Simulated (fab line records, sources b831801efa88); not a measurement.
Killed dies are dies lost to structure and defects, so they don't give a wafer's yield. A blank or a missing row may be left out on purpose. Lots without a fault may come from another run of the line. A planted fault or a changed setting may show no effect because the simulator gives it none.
fab line records | flow sky130
record lots=7 wafers=21 last_day=50
route steps=708 shown FIELD_ISO@1 PAD_OPEN@708
lots that met no fault: from a run of the same line without faults
start_h: hours from the record's first day to the start of the lot's first wafer shown | wait_h: hours since the lot's step before | " the same as in the row above | L1.1+2: a row that stands for several wafers | - no value, or no start given | * or withheld: withheld | < > ~ a bound
route shown NAME@n: a module of which the file shows steps, and the number in the route of the first | usual: mean/standard deviation of fault-free wafers | same: alike in all rows | chamber/n: place in a boat | sites: the reading at each site | _std_site: their standard deviation | _edge_site: outer sites' mean less inner sites' | radius_mm: how far each site lies from the wafer's centre | mask NAME#n: copy n | behind: the tool/chamber that last shaped the wafer | hold: why the lot was held/for how many hours/how that ended | device: the transistor (n, p or np) that didn't switch | end of line: the same wafers' tests at the end of the route | a step without rows: its recipe alone | killed: dies lost to structure and defects at the first sort, not the wafer's yield | map: a wafer's dies, x killed, . not, _ none there
set.NAME: the setting as run; set.NAME@STEP: as run at that earlier step | model.NAME: the simulator's own value behind a step, which no gauge read
lots at some steps of the route; a table a step, a row a wafer
services: from which hour (start_h, from the record's first day; less than 0 if before it) a tool's chamber was out of use, for how many hours, and why
## steps
# step SKY_FIELD_ISO_BOW_MEAS_00
# recipe mode=bow
# usual INCOMING_BOW=0/6.1
# columns lot.wafer tool chamber start_h wait_h INCOMING_BOW[um]
L412.1 film_metro-01 - 45.00 - -7
L412.2 " - " " 1
L412.5 " - " " -5
L415.3 film_metro-01 - 60.04 - -1
L415.5 " - " " 2
L415.6 " - " " 7
L416.2 film_metro-03 - 65.02 - -4
L416.3 " - " " 7
L416.6 " - " " -1
L420.2 film_metro-01 - 85.02 - -3
L420.3 " - " " -9
L420.6 " - " " -9
L421.2 film_metro-01 - 90.02 - -2
L421.3 " - " " 3
L421.6 " - " " 10
L423.1 film_metro-04 - 100.00 - -1
L423.2 " - " " -2
L423.3 " - " " -5
L428.3 film_metro-03 - 125.04 - -2
L428.5 " - " " 1
L428.6 " - " " 4
# step SKY_FIELD_ISO_OXIDATION_01
# recipe temp_c=900 ambient=O2 stabilise_s=600 purge_s=300 target_thk_a=120 ox_time_s=1843
# step SKY_FIELD_ISO_THK_MEAS_02
# recipe reads=SiO2_of_FIELD_ISO_OXIDATION_01
# usual FIELD_ISO_OXIDATION_00_THK=11.94/0.19
# columns lot.wafer tool chamber start_h wait_h FIELD_ISO_OXIDATION_00_THK[nm]
L412.1 film_metro-01 - 46.63 0.0 11.85
L412.2 " - " " 11.84
L412.5 " - " " 11.71
L415.3 film_metro-04 - 62.17 0.0 12.11
L415.5 " - " " 12.05
L415.6 " - " " 12.26
L416.2 film_metro-04 - 67.22 0.0 11.68
L416.3 " - " " 11.70
L416.6 " - " " 11.76
L420.2 film_metro-04 - 86.95 0.0 11.76
L420.3 " - " " 12.00
L420.6 " - " " 11.82
L421.2 film_metro-01 - 92.61 0.0 12.04
L421.3 " - " " 11.97
L421.6 " - " " 11.92
L423.1 film_metro-01 - 102.42 0.0 12.12
L423.2 " - " " 12.18
L423.3 " - " " 12.20
L428.3 film_metro-01 - 129.69 0.0 11.91
L428.5 " - " " 11.51
L428.6 " - " " 11.89
# step SKY_FIELD_ISO_CVD_03
# recipe material=Si3N4 precursor=DCS/NH3 target_thk_nm=165 temp_c=770 time_s=2830 pressure_mtorr=250
# step SKY_FIELD_ISO_THK_MEAS_04
# recipe reads=Si3N4_of_FIELD_ISO_CVD_03
# usual FIELD_ISO_CVD_03_THK=166.8/1.6
# columns lot.wafer tool chamber start_h wait_h FIELD_ISO_CVD_03_THK[nm]
L412.1 film_metro-04 - 48.48 0.0 168.2
L412.2 " - " " 169.3
L412.5 " - " " 167.9
L415.3 film_metro-01 - 64.02 0.0 168.3
L415.5 " - " " 170.0
L415.6 " - " " 167.6
L416.2 film_metro-03 - 69.06 0.0 167.6
L416.3 " - " " 168.8
L416.6 " - " " 168.6
L420.2 film_metro-01 - 88.80 0.0 166.4
L420.3 " - " " 167.7
L420.6 " - " " 167.3
L421.2 film_metro-04 - 94.47 0.0 166.4
L421.3 " - " " 166.6
L421.6 " - " " 166.8
L423.1 film_metro-04 - 104.26 0.0 166.5
L423.2 " - " " 165.8
L423.3 " - " " 165.9
L428.3 film_metro-03 - 138.28 0.1 166.4
L428.5 " - " " 169.0
L428.6 " - " " 166.0
# step SKY_FIELD_ISO_DEHYDRATE_05
# recipe temp_c=200 time_s=60
# step SKY_FIELD_ISO_HMDS_06
# recipe prime_time_s=60 prime_temp_c=120
# step SKY_FIELD_ISO_COAT_07
# recipe resist=BARC temp_c=withheld time_s=withheld spin_rpm=3000 resist_thk_nm=60
# step SKY_FIELD_ISO_COAT_08
# recipe resist=KrF-thick spin_rpm=2957 resist_thk_nm=450
# step SKY_FIELD_ISO_SOFTBAKE_09
# recipe temp_c=100 time_s=90 resist=KrF-thick
# step SKY_FIELD_ISO_EXPOSE_10
# recipe mask_id=FOM na=0.68 source_shape=annular sigma_inner=0.4 sigma_outer=0.8 target_cd_nm=150 dose_mj=28
# usual exposure_dose_mJ_cm2=27.99/0.035 focus_offset_nm=0.0/0.49
# columns lot.wafer tool chamber start_h wait_h mask exposure_dose_mJ_cm2 focus_offset_nm
L412.1 krf_scanner-02 0 56.14 - FOM#0 27.97 0.6
L412.2 " 0 " " FOM#0 27.93 -0.7
L412.5 " 0 " " FOM#0 27.92 0.7
L415.3 krf_scanner-01 0 72.53 - FOM#0 28.00 0.6
L415.5 " 0 " " FOM#0 28.03 0.3
L415.6 " 0 " " FOM#0 28.00 -0.1
L416.2 krf_scanner-01 0 77.51 - FOM#0 29.98 -0.2
L416.3 " 0 " " FOM#0 29.97 0.2
L416.6 " 0 " " FOM#0 29.96 -1.2
L420.2 krf_scanner-01 0 97.80 - FOM#0 29.56 -0.1
L420.3 " 0 " " FOM#0 29.52 -0.6
L420.6 " 0 " " FOM#0 29.54 -0.7
L421.2 krf_scanner-01 0 102.56 - FOM#0 29.54 0.7
L421.3 " 0 " " FOM#0 29.56 0.1
L421.6 " 0 " " FOM#0 29.58 -0.4
L423.1 krf_scanner-02 0 113.63 - FOM#0 27.97 -0.5
L423.2 " 0 " " FOM#0 27.93 -0.2
L423.3 " 0 " " FOM#0 27.99 -0.2
L428.3 krf_scanner-02 0 148.28 - FOM#0 27.99 1.2
L428.5 " 0 " " FOM#0 27.97 -0.2
L428.6 " 0 " " FOM#0 27.99 0.2
# step SKY_FIELD_ISO_PEB_11
# recipe peb_temp_c=withheld peb_time_s=withheld resist=KrF-thick
# step SKY_FIELD_ISO_DEVELOP_12
# recipe develop_time_s=60 resist=KrF-thick dev_temp_c=21
# step SKY_FIELD_ISO_CD_MEAS_13
# recipe target_cd_nm=150
# usual cd_nm=150.8/1.5
# columns lot.wafer tool chamber start_h wait_h hold cd_nm
L412.1 cd_sem-01 - 63.84 - - 152.5
L412.2 " - " " - 152.3
L412.5 " - " " - 152.2
L415.3 cd_sem-01 - 81.01 - - 150.5
L415.5 " - " " - 150.1
L415.6 " - " " - 149.5
L416.2 cd_sem-01 - 85.59 - await_dispo/0.2h/release 139.0
L416.3 " - " " await_dispo/0.2h/release 139.0
L416.6 " - " " await_dispo/0.2h/release 137.8
L416.2 cd_sem-01 - 85.88 0.3 - 138.5
L416.3 " - " " - 138.9
L416.6 " - " " - 137.2
L420.2 cd_sem-02 - 106.77 - await_dispo/0.2h/release 139.0
L420.3 " - " " await_dispo/0.2h/release 140.5
L420.6 " - " " await_dispo/0.2h/release 139.2
L420.2 cd_sem-02 - 107.06 0.3 - 139.5
L420.3 " - " " - 140.4
L420.6 " - " " - 139.4
L421.2 cd_sem-01 - 112.14 - await_dispo/0.2h/release 140.2
L421.3 " - " " await_dispo/0.2h/release 140.7
L421.6 " - " " await_dispo/0.2h/release 141.2
L421.2 cd_sem-01 - 112.56 0.4 - 140.1
L421.3 " - " " - 140.2
L421.6 " - " " - 141.3
L423.1 cd_sem-01 - 122.02 - - 149.1
L423.2 " - " " - 151.3
L423.3 " - " " - 151.1
L428.3 cd_sem-02 - 158.33 - - 150.9
L428.5 " - " " - 149.9
L428.6 " - " " - 151.6
# step SKY_FIELD_ISO_ETCH_14
# recipe chemistry=N2/H2 target=BARC ion_energy_ev=200 source_w=515.3 bias_w=100 pressure_mtorr=30 n2_flow_sccm=100 h2_flow_sccm=200 stop_on=SiO2 time_s=45.9 target_depth_a=600
# usual chamber_pressure_mTorr=30.002/0.03 drypump_motor_current_A=5.83/0.25 oes_product_au=0.855/0.004 throttle_valve_pct=13.226/0.0097
# columns lot.wafer tool chamber start_h wait_h hold chamber_pressure_mTorr drypump_motor_current_A oes_product_au rf_hours_counter_h throttle_valve_pct model.FIELD_ISO.cd_nm
L412.1 rie_diel-01 0 63.96 0.1 - 30.012 6.32 0.858 117 13.221 153
L412.2 " 3 " " - 30.004 5.64 0.858 30 13.233 153.3
L412.5 " 3 " " - 29.997 5.63 0.865 - 13.231 152.9
L415.3 rie_diel-04 0 81.09 0.1 - 30.028 5.78 0.853 92 13.212 150.9
L415.5 " 0 " " - 30.007 5.76 0.860 - 13.245 150.7
L415.6 " 2 " " - 29.979 6.01 0.858 - 13.213 148.6
L416.2 rie_diel-01 3 87.08 1.2 await_dispo/1.1h/release 30.022 5.65 0.854 31 13.222 139.5
L416.3 " 1 " " await_dispo/1.1h/release 30.022 5.71 0.858 0 13.231 139.4
L416.6 " 3 " " await_dispo/1.1h/release 30.016 5.66 0.858 - 13.229 137.9
L420.2 rie_diel-03 1 110.49 3.4 await_dispo/3.3h/release 30.016 6.31 0.850 130 13.225 137.2
L420.3 " 0 " " await_dispo/3.3h/release 30.043 5.72 0.848 95 13.220 139.7
L420.6 " 2 " " await_dispo/3.3h/release 30.043 5.75 0.851 - 13.233 138.8
L421.2 rie_diel-04 2 113.53 1.0 await_dispo/0.9h/release 29.969 6.02 0.853 161 13.212 139.5
L421.3 " 3 " " await_dispo/0.9h/release 29.934 5.55 0.859 0 13.224 141.2
L421.6 " 1 " " await_dispo/0.9h/release 29.954 5.70 0.856 - 13.222 140.9
L423.1 rie_diel-04 0 122.14 0.1 - 29.992 5.74 0.856 93 13.237 150.4
L423.2 " 1 " " - 29.999 5.71 0.855 6 13.225 150.9
L423.3 " 3 " " - 30.058 5.54 0.860 1 13.225 151.4
L428.3 rie_diel-01 3 158.41 0.1 - 30.001 5.66 0.852 32 13.226 151.1
L428.5 " 3 " " - 30.020 5.65 0.861 - 13.224 150.6
L428.6 " 2 " " - 30.013 5.66 0.855 - 13.216 151.4
# step SKY_FIELD_ISO_ETCH_15
# recipe chemistry=CHF3/O2 target_depth_nm=180 stop_on=Si source_w=600 bias_w=200 pressure_mtorr=40 chf3_flow_sccm=50 O2_flow_sccm=5 time_s=72
# usual chamber_pressure_mTorr=40.00/0.051 drypump_motor_current_A=5.82/0.25 oes_product_au=0.952/0.0072 throttle_valve_pct=8.847/0.0092
# columns lot.wafer tool chamber start_h wait_h chamber_pressure_mTorr drypump_motor_current_A oes_product_au rf_hours_counter_h throttle_valve_pct
L412.1 rie_diel-01 0 64.00 0.0 39.96 6.32 0.957 117 8.847
L412.2 " 3 " " 39.95 5.63 0.967 30 8.858
L412.5 " 3 " " 39.97 5.63 0.956 - 8.860
L415.3 rie_diel-04 0 81.14 0.0 39.94 5.75 0.961 92 8.848
L415.5 " 0 " " 40.00 5.75 0.956 - 8.863
L415.6 " 2 " " 39.95 5.98 0.953 - 8.847
L416.2 rie_diel-01 3 87.13 0.0 40.08 5.65 0.956 31 8.848
L416.3 " 1 " " 39.97 5.70 0.956 0 8.843
L416.6 " 3 " " 40.02 5.64 0.960 - 8.842
L420.2 rie_diel-03 1 110.53 0.0 40.02 6.37 0.951 130 8.849
L420.3 " 0 " " 39.99 5.73 0.954 95 8.854
L420.6 " 2 " " 40.00 5.74 0.954 - 8.847
L421.2 rie_diel-04 2 113.58 0.0 40.01 6.01 0.955 161 8.849
L421.3 " 3 " " 39.95 5.54 0.954 0 8.846
L421.6 " 1 " " 39.99 5.72 0.962 - 8.865
L423.1 rie_diel-04 0 122.19 0.0 39.97 5.72 0.951 93 8.852
L423.2 " 1 " " 39.96 5.66 0.943 6 8.876
L423.3 " 3 " " 40.04 5.55 0.947 1 8.829
L428.3 rie_diel-01 3 158.45 0.0 40.00 5.64 0.945 32 8.853
L428.5 " 3 " " 39.98 5.65 0.959 - 8.844
L428.6 " 2 " " 39.92 5.64 0.944 - 8.850
# step SKY_FIELD_ISO_STRIP_16
# recipe chemistry=O2/N2 power_w=1400 pressure_mtorr=1500 platen_temp_c=withheld o2_flow_sccm=3000 n2_flow_sccm=300 overash_fraction=0.5
# usual chamber_pressure_mTorr=1499.8/1.4 drypump_motor_current_A=6.0/0.63 oes_product_au=0.378/0.0046 strip_time_to_endpoint_s=3.56/0.034
# columns lot.wafer tool chamber start_h wait_h chamber_pressure_mTorr drypump_motor_current_A oes_product_au rf_hours_counter_h strip_time_to_endpoint_s
L412.1 plasma_asher-03 0 64.06 0.0 1497.8 6.7 0.379 22 3.56
L412.2 " 1 " " 1499.6 5.5 0.373 22 3.58
L412.5 " 1 " " 1500.1 5.5 0.378 - 3.57
L415.3 plasma_asher-03 0 81.23 0.1 1501.3 6.7 0.379 - 3.53
L415.5 " 1 " " 1499.2 5.5 0.375 - 3.54
L415.6 " 0 " " 1497.9 6.7 0.382 - 3.58
L416.2 plasma_asher-03 0 87.18 0.0 1499.4 6.7 0.384 25 3.57
L416.3 " 0 " " 1501.1 6.7 0.375 - 3.58
L416.6 " 0 " " 1501.2 6.6 0.373 - 3.56
L420.2 plasma_asher-03 1 110.59 0.0 1496.2 5.5 0.378 27 3.62
L420.3 " 1 " " 1500.9 5.5 0.374 - 3.56
L420.6 " 0 " " 1498.2 6.7 0.381 - 3.55
L421.2 plasma_asher-02 1 113.63 0.0 1500.7 6.5 0.388 44 3.56
L421.3 " 1 " " 1498.3 6.5 0.371 - 3.58
L421.6 " 1 " " 1499.2 6.5 0.378 - 3.61
L423.1 plasma_asher-03 0 122.24 0.0 1496.8 6.7 0.373 29 3.56
L423.2 " 1 " " 1501.7 5.5 0.384 29 3.55
L423.3 " 1 " " 1500.7 5.5 0.380 - 3.56
L428.3 plasma_asher-04 0 158.54 0.1 1501.3 6.5 0.382 - 3.59
L428.5 " 1 " " 1500.9 5.4 0.382 - 3.59
L428.6 " 0 " " 1498.1 6.5 0.380 - 3.53
# step SKY_FIELD_ISO_ETCH_17
# recipe target_depth_a=3420 mask_material=Si3N4 chemistry=HBr/Cl2/O2 target=Si taper_deg=5 icp_w=600 bias_w=150 pressure_mtorr=15 HBr_flow_sccm=150 Cl2_flow_sccm=40 O2_flow_sccm=6 time_s=97.7
# usual chamber_pressure_mTorr=14.999/0.013 drypump_motor_current_A=6.1/0.38 oes_product_au=0.993/0.015 throttle_valve_pct=25.660/0.014
# columns lot.wafer tool chamber start_h wait_h chamber_pressure_mTorr drypump_motor_current_A oes_product_au rf_hours_counter_h throttle_valve_pct model.FIELD_ISO.cd_nm
L412.1 rie_si-01 2 64.16 0.1 14.971 6.5 0.965 131 25.683 152.7
L412.2 " 1 " " 15.023 6.4 0.993 62 25.662 151.5
L412.5 " 1 " " 15.018 6.3 1.012 - 25.656 151.8
L415.3 rie_si-01 3 81.29 0.0 15.005 6.1 1.003 86 25.658 152.4
L415.5 " 0 " " 15.004 6.1 0.998 - 25.661 152.9
L415.6 " 1 " " 15.004 6.3 1.020 - 25.635 147.2
L416.2 rie_si-02 0 87.28 0.1 14.995 6.2 1.009 41 25.660 137.8
L416.3 " 2 " " 14.975 5.2 0.995 66 25.659 140.2
L416.6 " 3 " " 14.997 6.0 0.991 - 25.647 136.9
L420.2 rie_si-02 2 110.69 0.1 15.007 5.2 0.983 66 25.662 137.8
L420.3 " 3 " " 14.993 6.0 0.988 111 25.657 140.6
L420.6 " 2 " " 14.975 5.2 0.986 - 25.678 137.2
L421.2 rie_si-01 2 113.73 0.1 14.979 6.5 0.981 131 25.668 136.8
L421.3 " 1 " " 15.005 6.3 1.017 62 25.630 140.4
L421.6 " 0 " " 14.982 6.1 1.002 - 25.660 143.1
L423.1 rie_si-02 0 122.34 0.1 15.038 6.1 1.018 41 25.650 151.7
L423.2 " 3 " " 14.998 6.0 0.996 111 25.652 153.2
L423.3 " 1 " " 14.974 5.9 0.985 45 25.668 151.2
L428.3 rie_si-01 3 158.61 0.0 14.977 6.2 0.980 86 25.656 149
L428.5 " 1 " " 15.016 6.3 1.026 - 25.643 148.5
L428.6 " 0 " " 15.013 6.1 0.991 - 25.672 151.3
# step SKY_FIELD_ISO_WET_ETCH_18
# recipe chemistry=H3PO4 target_depth_nm=25 temp_c=160 target=Si3N4 time_s=286
# step SKY_PAD_OPEN_PROBE_99
# usual killed_at_M0_to_M3=43/6.8 killed_at_M4_up=3.2/1.9 killed_at_contacts=24/5 killed_at_front_end=16/4.9 killed_at_other=0.4/0.76 killed_dies=87/10 killed_open=47/7.3 killed_short=39/6.2
# same gross_dies=492 killed_at_back_side=0
# columns lot.wafer tool chamber start_h wait_h killed_at_M0_to_M3 killed_at_M4_up killed_at_contacts killed_at_front_end killed_at_other killed_dies killed_open killed_short model.etest.pfet_g5v0d10v5.r_on_ohm_um model.etest.res_pdiff.line_ohm_um model.etest.res_ndiff.line_ohm_um model.etest.sram_nfet_pass.drive_ua_um model.etest.sonos_uncharged.r_on_ohm_um model.etest.res_pdiff.width_nm model.etest.res_ndiff.width_nm model.etest.sram_pfet_latch.drive_ua_um
L412.1 prober-01 - 1110.86 0.1 43 6 25 25 0 99 52 47 4670 1341 739.3 478.9 811.1 146 159.8 141.2
L412.2 prober-01 - 1110.91 0.1 36 2 37 11 0 86 49 37 4710 1352 760.3 495.7 805.3 144.6 158 140.8
L412.5 prober-01 - 1111.06 0.2 43 4 31 14 1 93 49 44 4595 1355 754.7 489.2 808.1 145.3 158.5 147.9
L415.3 prober-02 - 1134.43 0.2 53 2 19 16 0 90 42 48 4735 1393 744.2 480.2 795.8 146.4 159.3 140.3
L415.5 prober-02 - 1134.53 0.2 51 1 20 27 0 99 55 44 4849 1388 741.6 462.5 804.6 146.7 159.8 129.2
L415.6 prober-02 - 1134.58 0.2 56 2 31 18 0 107 52 55 4903 1416 762.6 469.6 831.4 140.8 154.4 127.8
L416.2 prober-01 - 1135.64 0.1 49 3 27 20 2 101 54 45 4838 1499 829.7 439.1 840 131.3 144.6 131.9
L416.3 prober-01 - 1135.69 0.2 44 5 20 19 0 88 49 39 4807 1470 824.9 437.4 845 134.1 147.3 131.7
L416.6 prober-01 - 1135.84 0.2 44 5 22 20 1 92 54 37 4830 1540 839.7 423.2 850.1 130.8 143.5 129.3
L420.2 prober-01 - 1157.97 0.1 30 2 24 13 0 69 39 28 4878 1510 831.6 457.6 833.9 131.4 144.3 131.3
L420.3 prober-01 - 1158.02 0.2 36 2 23 13 1 75 39 35 4920 1453 800.3 469.9 839 134.7 147.5 124.2
L420.6 prober-01 - 1158.17 0.2 46 1 22 17 0 86 45 41 4991 1519 835.5 441.1 846.8 130.8 143.3 125.2
L421.2 prober-02 - 1161.75 0.1 34 5 24 14 1 78 41 35 4838 1504 810.4 457.8 820.4 131.2 144 126.5
L421.3 prober-02 - 1161.80 0.2 39 3 22 13 1 78 36 39 4831 1466 804.7 447.9 816.8 134 146.6 129
L421.6 prober-02 - 1161.95 0.2 52 2 22 11 1 88 50 38 4765 1476 781.1 470.7 811.2 137.6 149.5 132.9
L423.1 prober-02 - 1176.20 0.1 52 1 19 19 0 91 46 45 4708 1332 782.8 512.1 806.4 145.4 158.8 153.2
L423.2 prober-02 - 1176.25 0.1 56 3 27 15 1 102 66 35 4769 1355 754 506.4 827.4 147.1 159.5 140.8
L423.3 prober-02 - 1176.30 0.2 53 3 21 20 0 97 49 48 4708 1342 766.6 498 825.1 145 158.2 142.2
L428.3 prober-02 - 1201.91 0.2 54 0 26 15 0 95 51 43 4816 1419 774.5 476.4 806.2 142.8 155.8 136.6
L428.5 prober-02 - 1202.01 0.2 49 3 22 15 0 89 44 43 4878 1433 779.8 471.3 818.4 141.8 155.1 133.8
L428.6 prober-02 - 1202.06 0.2 31 4 22 10 0 67 31 36 4867 1391 749.8 484.1 823.4 144.7 157.8 136.8
# killed by level:class
L412.1 LI_CONTACT:geometric_particle:open=11 VIA1:geometric_particle:short=9 VIA1:geometric_particle:open=8 CONTACT:geometric_particle:open=7 POLY_GATE:geometric_particle:short=6 FIELD_ISO:geometric_particle:open=5 METAL1:geometric_particle:short=5 METAL4:geometric_particle:short=5
L412.2 LI_CONTACT:geometric_particle:open=15 CONTACT:geometric_particle:open=10 VIA1:geometric_particle:open=9 METAL2:geometric_particle:short=8 LOCAL_INTERCONNECT:geometric_particle:short=6 CONTACT:geometric_particle:short=4 POLY_GATE:geometric_particle:short=4 VIA2:geometric_particle:open=4
L412.5 VIA1:geometric_particle:open=12 LI_CONTACT:geometric_particle:open=10 LOCAL_INTERCONNECT:geometric_particle:short=7 METAL2:geometric_particle:short=7 VIA2:geometric_particle:open=6 CONTACT:geometric_particle:short=5 CONTACT:geometric_particle:open=5 VIA1:geometric_particle:short=5
L415.3 METAL1:geometric_particle:short=10 VIA2:geometric_particle:open=8 VIA1:geometric_particle:open=8 POLY_GATE:geometric_particle:open=6 LI_CONTACT:geometric_particle:open=6 VIA1:geometric_particle:short=6 METAL2:geometric_particle:short=6 POLY_GATE:geometric_particle:short=4
L415.5 METAL1:geometric_particle:short=10 POLY_GATE:geometric_particle:open=9 VIA1:geometric_particle:short=9 VIA1:geometric_particle:open=9 VIA3:geometric_particle:open=9 FIELD_ISO:geometric_particle:open=7 LI_CONTACT:geometric_particle:open=7 CONTACT:geometric_particle:open=7
L415.6 METAL1:geometric_particle:short=12 VIA3:geometric_particle:short=8 LI_CONTACT:geometric_particle:open=8 CONTACT:geometric_particle:open=8 VIA1:geometric_particle:open=8 VIA3:geometric_particle:open=8 VIA2:geometric_particle:open=6 POLY_GATE:geometric_particle:open=5
L416.2 VIA2:geometric_particle:open=10 CONTACT:geometric_particle:open=9 VIA1:geometric_particle:open=9 METAL2:geometric_particle:short=8 FIELD_ISO:geometric_particle:open=6 LI_CONTACT:geometric_particle:open=6 CONTACT:geometric_particle:short=6 VIA1:geometric_particle:short=6
L416.3 VIA1:geometric_particle:open=10 VIA3:geometric_particle:open=8 FIELD_ISO:geometric_particle:open=7 CONTACT:geometric_particle:open=6 METAL4:geometric_particle:short=5 LI_CONTACT:geometric_particle:open=5 LOCAL_INTERCONNECT:geometric_particle:short=5 METAL2:geometric_particle:short=5
L416.6 CONTACT:geometric_particle:open=10 VIA1:geometric_particle:open=10 FIELD_ISO:geometric_particle:open=7 VIA3:geometric_particle:open=7 LI_CONTACT:geometric_particle:open=6 VIA2:geometric_particle:open=6 VIA2:geometric_particle:short=5 METAL4:geometric_particle:short=5
L420.2 VIA1:geometric_particle:open=10 CONTACT:geometric_particle:open=9 LI_CONTACT:geometric_particle:open=8 VIA3:geometric_particle:open=5 FIELD_ISO:geometric_particle:short=4 POLY_GATE:geometric_particle:short=4 METAL1:geometric_particle:short=4 CONTACT:geometric_particle:short=3
L420.3 VIA1:geometric_particle:open=12 CONTACT:geometric_particle:open=7 VIA1:geometric_particle:short=6 LI_CONTACT:geometric_particle:open=5 POLY_GATE:geometric_particle:short=4 CONTACT:geometric_particle:short=4 METAL3:geometric_particle:short=4 POLY_GATE:geometric_particle:open=3
L420.6 VIA1:geometric_particle:open=14 CONTACT:geometric_particle:open=8 METAL2:geometric_particle:short=8 VIA3:geometric_particle:open=6 CONTACT:geometric_particle:short=5 SPACER:geometric_particle:short=4 LI_CONTACT:geometric_particle:short=4 LI_CONTACT:geometric_particle:open=4
L421.2 LI_CONTACT:geometric_particle:open=7 VIA1:geometric_particle:open=7 METAL2:geometric_particle:short=6 CONTACT:geometric_particle:short=6 VIA3:geometric_particle:open=6 FIELD_ISO:geometric_particle:open=5 LOCAL_INTERCONNECT:geometric_particle:short=4 CONTACT:geometric_particle:open=4
L421.3 CONTACT:geometric_particle:open=8 VIA1:geometric_particle:open=8 VIA1:geometric_particle:short=8 CONTACT:geometric_particle:short=5 METAL1:geometric_particle:short=5 METAL2:geometric_particle:short=5 LI_CONTACT:geometric_particle:open=4 FIELD_ISO:geometric_particle:open=3
L421.6 CONTACT:geometric_particle:open=9 VIA1:geometric_particle:open=9 VIA3:geometric_particle:open=8 LI_CONTACT:geometric_particle:open=6 METAL1:geometric_particle:short=6 VIA2:geometric_particle:open=6 CONTACT:geometric_particle:short=5 FIELD_ISO:geometric_particle:short=4
L423.1 VIA2:geometric_particle:open=8 METAL1:geometric_particle:short=8 VIA1:geometric_particle:open=8 VIA3:geometric_particle:open=7 CONTACT:geometric_particle:open=7 POLY_GATE:geometric_particle:open=6 VIA3:geometric_particle:short=6 VIA1:geometric_particle:short=5
L423.2 VIA1:geometric_particle:open=16 CONTACT:geometric_particle:open=11 VIA2:geometric_particle:open=10 LI_CONTACT:geometric_particle:open=9 VIA3:geometric_particle:open=9 FIELD_ISO:geometric_particle:short=6 METAL1:geometric_particle:short=6 VIA2:geometric_particle:short=5
L423.3 VIA1:geometric_particle:open=12 VIA2:geometric_particle:open=8 POLY_GATE:geometric_particle:open=6 LOCAL_INTERCONNECT:geometric_particle:short=6 METAL2:geometric_particle:short=6 VIA3:geometric_particle:open=6 FIELD_ISO:geometric_particle:short=5 LI_CONTACT:geometric_particle:open=5
L428.3 VIA1:geometric_particle:open=12 VIA2:geometric_particle:open=10 CONTACT:geometric_particle:open=10 METAL1:geometric_particle:short=10 VIA2:geometric_particle:short=8 LI_CONTACT:geometric_particle:open=7 FIELD_ISO:geometric_particle:short=5 CONTACT:geometric_particle:short=4
L428.5 VIA1:geometric_particle:open=11 CONTACT:geometric_particle:open=8 METAL1:geometric_particle:short=7 VIA1:geometric_particle:short=7 LI_CONTACT:geometric_particle:open=6 VIA2:geometric_particle:open=6 METAL2:geometric_particle:short=4 FIELD_ISO:geometric_particle:short=3
L428.6 VIA1:geometric_particle:open=9 LI_CONTACT:geometric_particle:short=5 LOCAL_INTERCONNECT:geometric_particle:short=5 CONTACT:geometric_particle:open=5 METAL1:geometric_particle:short=5 VIA1:geometric_particle:short=5 POLY_GATE:geometric_particle:open=3 LI_CONTACT:geometric_particle:open=3
## services
# columns tool chamber start_h hours kind
rie_diel-04 3 32.61 4.9 repair
krf_scanner-01 - 33.34 1.1 repair
rie_diel-01 1 43.54 - clean
krf_scanner-02 - 45.63 1.3 pm
rie_diel-03 3 51.79 26.0 repair
rie_si-01 0 53.98 3.3 repair
rie_si-02 - 56.60 1.6 repair
rie_diel-04 3 65.81 7.8 repair
plasma_asher-02 - 66.00 4.8 repair
krf_scanner-02 - 82.11 1.0 pm
plasma_asher-02 - 87.87 0.4 repair
plasma_asher-02 - 92.71 2.8 pm
plasma_asher-04 - 94.85 8.8 repair
plasma_asher-04 - 108.75 9.0 pm
krf_scanner-01 - 109.96 4.4 pm
krf_scanner-02 - 112.38 0.5 repair
rie_diel-03 - 112.41 0.8 repair
krf_scanner-01 - 116.53 0.8 pm
krf_scanner-01 - 124.54 1.0 pm
krf_scanner-01 - 135.13 2.0 repair
rie_diel-03 - 150.34 2.1 repair
krf_scanner-01 - 154.92 2.1 repair
rie_diel-01 1 155.07 10.1 repair
rie_diel-03 0 155.26 4.4 repair
## key
first_sign step=SKY_FIELD_ISO_EXPOSE_10 reading=exposure_dose_mJ_cm2 direction=up sigmas=48 usual=* struck=*
effect step=SKY_FIELD_ISO_CD_MEAS_13 reading=visit direction=added through=control_loop
effect step=SKY_FIELD_ISO_CD_MEAS_13 reading=cd_nm direction=down sigmas=7.5 usual=150.8 struck=139.6 through=control_loop
model_effect step=SKY_FIELD_ISO_ETCH_14 value=FIELD_ISO.cd_nm without=150.7 struck=139.3
model_effect step=SKY_FIELD_ISO_ETCH_17 value=FIELD_ISO.cd_nm without=150.3 struck=139
model_effect step=SKY_PAD_OPEN_PROBE_99 value=etest.pfet_g5v0d10v5.r_on_ohm_um without=4725 struck=4855
met_at SKY_FIELD_ISO_EXPOSE_10
struck_wafers L416.2,L416.3,L416.6,L420.2,L420.3,L420.6,L421.2,L421.3,L421.6
tester_left_out L416,L420,L421
loop_trim step=SKY_FIELD_ISO_EXPOSE_10 setting=dose lots=L420,L421
onset_between 72.53 77.51
fault kind=process_parameter_drift tool=krf_scanner-01 chamber=- onset_h=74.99 steps=SKY_FIELD_ISO_EXPOSE_10 channel=dose_mj offset=1.9434 shape=step acts_in=these_recipes_only stated=28
# tester_left_out: of these lots the tester's yield and bins aren't shown, on N5 and GAA mostly nor the transistor test; their killed dies are dies lost to structure and defects alone, not to doping, threshold or leakage, so they don't give the yield
# loop_trim: a control loop set the setting to another value than it would have without faults
